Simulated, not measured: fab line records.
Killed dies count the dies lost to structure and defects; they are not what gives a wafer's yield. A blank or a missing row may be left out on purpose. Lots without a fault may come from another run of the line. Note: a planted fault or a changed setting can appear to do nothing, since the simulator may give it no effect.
Which tool is to blame? | flow gf180mcu | Sampling: 14 lots, 42 wafers, 5 of 602 route steps

== WHAT EACH GAUGE READ, for each wafer ==
GF_STI_CD_MEAS_12 targets a cd of 220 nm.
lot  | measured    | on        | cd-nm (nm)
L313 | day 2 02:29 | cd-sem-01 | 220.3 219.2 221.2
L314 | day 2 06:29 | cd-sem-02 | 219.8 219.0 219.8
L315 | day 2 11:37 | cd-sem-02 | 217.5 218.3 217.9
L316 | day 2 16:32 | cd-sem-02 | 219.9 219.6 219.5
L317 | day 2 23:17 | cd-sem-02 | 221.1 220.8 220.3
L319 | day 3 07:26 | cd-sem-01 | 218.6 219.1 218.8
L321 | day 3 18:38 | cd-sem-02 | 221.4 223.1 222.3
L323 | day 4 07:42 | cd-sem-02 | 218.1 217.6 219.1
L325 | day 4 15:59 | cd-sem-02 | 220.0 219.6 219.6
L331 | day 5 22:02 | cd-sem-01 | 219.0 219.9 219.5
L333 | day 6 10:29 | cd-sem-02 | 219.4 220.5 219.3
L334 | day 6 13:31 | cd-sem-01 | 221.3 221.7 222.5
L335 | day 6 18:43 | cd-sem-01 | 219.4 220.2 220.5
L336 | day 6 23:39 | cd-sem-02 | 215.8 215.1 214.4

GF_DUAL_GATE_OVL_MEAS_11.
lot  | measured     | on         | DUAL_GATE_OVL (nm)
L313 | day 8 06:26  | overlay-01 | 0.3 0.7 1.4
L314 | day 8 14:44  | overlay-01 | -0.1 0.0 2.0
L315 | day 8 19:53  | overlay-02 | 2.6 0.5 -0.7
L316 | day 8 23:47  | overlay-02 | -1.9 -0.4 -1.1
L317 | day 9 13:26  | overlay-01 | 0.6 0.0 0.0
L319 | day 9 23:38  | overlay-01 | -0.5 2.4 2.7
L321 | day 10 18:41 | overlay-02 | -0.8 1.7 1.5
L323 | day 11 08:32 | overlay-02 | -3.6 -0.6 0.7
L325 | day 11 20:26 | overlay-02 | 4.1 1.5 2.0
L331 | day 13 09:44 | overlay-01 | -3.3 0.5 -0.9
L333 | day 14 05:53 | overlay-02 | 2.3 1.7 2.9
L334 | day 14 10:47 | overlay-02 | 0.0 -1.7 -0.9
L335 | day 14 16:21 | overlay-01 | 0.0 -1.5 2.0
L336 | day 14 23:14 | overlay-02 | 0.1 -2.1 0.8

GF_POLY_GATE_THK_MEAS_01.
lot  | measured     | on            | POLY_GATE_CVD_00_THK (nm)
L313 | day 8 09:35  | film-metro-02 | 200.1 199.1 201.3
L314 | day 8 18:01  | film-metro-03 | 199.0 198.2 197.9
L315 | day 8 23:04  | film-metro-03 | 202.3 204.9 203.8
L316 | day 9 03:34  | film-metro-03 | 197.5 198.4 197.9
L317 | day 9 17:24  | film-metro-03 | 200.4 201.2 200.6
L319 | day 10 03:24 | film-metro-03 | 198.4 198.5 198.5
L321 | day 10 21:52 | film-metro-03 | 199.4 200.5 202.8
L323 | day 11 12:32 | film-metro-03 | 257.1 256.5 257.2
L325 | day 12 00:38 | film-metro-03 | 250.7 250.3 252.6
L331 | day 13 14:00 | film-metro-03 | 200.6 200.2 199.5
L333 | day 14 09:07 | film-metro-03 | 198.4 198.0 199.5
L334 | day 14 14:20 | film-metro-03 | 199.3 198.8 196.9
L335 | day 14 19:31 | film-metro-04 | 196.7 197.5 197.0
L336 | day 15 02:23 | film-metro-03 | 199.1 200.6 201.5

GF_HV_LDD_OVL_MEAS_32.
lot  | measured     | on         | HV_LDD_02_OVL (nm)
L313 | day 11 10:52 | overlay-01 | 0.7 1.0 -0.5
L314 | day 11 19:21 | overlay-01 | 0.4 2.0 0.2
L315 | day 11 23:49 | overlay-01 | -0.2 1.3 0.4
L316 | day 12 06:42 | overlay-02 | -1.0 -0.5 -1.2
L317 | day 12 20:57 | overlay-02 | -2.3 -1.3 -1.5
L319 | day 13 10:55 | overlay-02 | -2.5 0.2 0.1
L321 | day 14 05:01 | overlay-01 | 1.9 1.1 3.1
L323 | day 14 22:21 | overlay-02 | 1.5 -0.1 0.4
L325 | day 15 12:51 | overlay-01 | 1.8 0.6 1.1
L331 | day 17 06:40 | overlay-02 | 1.6 2.0 1.9
L333 | day 18 03:52 | overlay-02 | -0.3 -1.5 -0.1
L334 | day 18 08:49 | overlay-02 | -1.2 -1.1 -2.8
L335 | day 18 14:40 | overlay-02 | 0.9 0.2 -1.0
L336 | day 18 22:55 | overlay-02 | 0.6 0.2 1.8

== WHICH TOOL RAN EACH LOT (tool, then ch and the chambers of the sampled wafers, then the start) ==
lot  | GF_POLY_GATE_CVD_00
L313 | lpcvd-01 ch 0, day 8 08:16
L314 | lpcvd-01 ch 0, day 8 16:40
L315 | lpcvd-01 ch 1, day 8 21:43
L316 | lpcvd-02 ch 1, day 9 02:14
L317 | lpcvd-02 ch 1, day 9 16:04
L319 | lpcvd-02 ch 0, day 10 02:04
L321 | lpcvd-01 ch 0, day 10 20:30
L323 | lpcvd-02 ch 1, day 11 11:11
L325 | lpcvd-02 ch 1, day 11 23:19
L331 | lpcvd-01 ch 0, day 13 12:38
L333 | lpcvd-01 ch 1, day 14 07:47
L334 | lpcvd-02 ch 0, day 14 13:00
L335 | lpcvd-02 ch 1, day 14 18:10
L336 | lpcvd-01 ch 0, day 15 01:04
- GF_POLY_GATE_CVD_00: deposits poly-Si, target thk 200 nm, time 1200 s.

== AS READ BY THE TOOLS THEMSELVES (means over the sampled wafers that have a number; for cases with no such wafer, the mark the record gives instead) ==
GF_POLY_GATE_CVD_00.
lot  | tool     | spike-tc-bottom-C (C) | spike-tc-centre-C (C) | spike-tc-lower-C (C) | spike-tc-top-C (C) | spike-tc-upper-C (C) | susceptor-temp-C (C)
L313 | lpcvd-01 | 641.6                 | 619.3                 | 620.7                | 641.5              | 619.7                | 619.83
L314 | lpcvd-01 | 641.3                 | 620.0                 | 620.5                | 640.9              | 620.5                | 620.44
L315 | lpcvd-01 | 641.3                 | 621.5                 | 620.6                | 638.1              | 620.7                | 619.98
L316 | lpcvd-02 | 638.9                 | 621.5                 | 620.9                | 639.7              | 619.1                | 620.04
L317 | lpcvd-02 | 639.5                 | 622.0                 | 621.2                | 640.1              | 618.4                | 619.77
L319 | lpcvd-02 | 637.2                 | 620.9                 | 620.2                | 636.4              | 619.1                | 620.08
L321 | lpcvd-01 | 641.2                 | 619.3                 | 621.1                | 641.7              | 620.3                | 619.82
L323 | lpcvd-02 | 650.7                 | 631.7                 | 631.9                | 649.9              | 629.5                | 630.77
L325 | lpcvd-02 | 649.8                 | 632.6                 | 632.1                | 649.4              | 630.0                | 630.59
L331 | lpcvd-01 | 641.3                 | 619.6                 | 621.5                | 640.7              | 621.3                | 620.42
L333 | lpcvd-01 | 641.5                 | 621.9                 | 619.4                | 637.2              | 620.6                | 620.08
L334 | lpcvd-02 | 637.2                 | 620.6                 | 620.4                | 636.1              | 620.0                | 619.74
L335 | lpcvd-02 | 639.6                 | 622.2                 | 620.5                | 638.5              | 618.1                | 620.02
L336 | lpcvd-01 | 641.4                 | 619.5                 | 621.4                | 641.2              | 620.8                | 619.92

== THE ANSWER, worked out from the rows above alone ==
Rule: the usual values come from the lots themselves. Put in order of their means at a reading, lots are off if they are a third of the lots or fewer, leave a main group of 4 or more, and stand apart from it by a gap of 3 or more times the standard deviation of the main group's means; of several such gaps the widest counts. If all means in a main group match to the digits the tables above print for the reading, that group is not used. Also off: a lot with no number at a reading for which 4 or more lots have one. All remaining lots with rows at the step are treated as sound. First the gauges in route order, then the tools' own readings, where a lot's mean is used as printed above. The first step at which some lot is off is used, and at that step the reading that is off furthest; a lot without a number counts as furthest.
Off: L323, L325, seen at GF_POLY_GATE_THK_MEAS_01 (POLY_GATE_CVD_00_THK). Main group: mean 199.6 nm, sd 1.7.
A tool fits if, at a process step before that reading, it ran every lot that is off, and no sound lot after the first of them. The gauges at GF_POLY_GATE_THK_MEAS_01 aren't tried: what is off there is off at GF_POLY_GATE_CVD_00 too, on other tools, and a gauge's error can't cause that. None of those tried fits.

== WHAT HAD BEEN PUT IN BY THE SIMULATOR ==
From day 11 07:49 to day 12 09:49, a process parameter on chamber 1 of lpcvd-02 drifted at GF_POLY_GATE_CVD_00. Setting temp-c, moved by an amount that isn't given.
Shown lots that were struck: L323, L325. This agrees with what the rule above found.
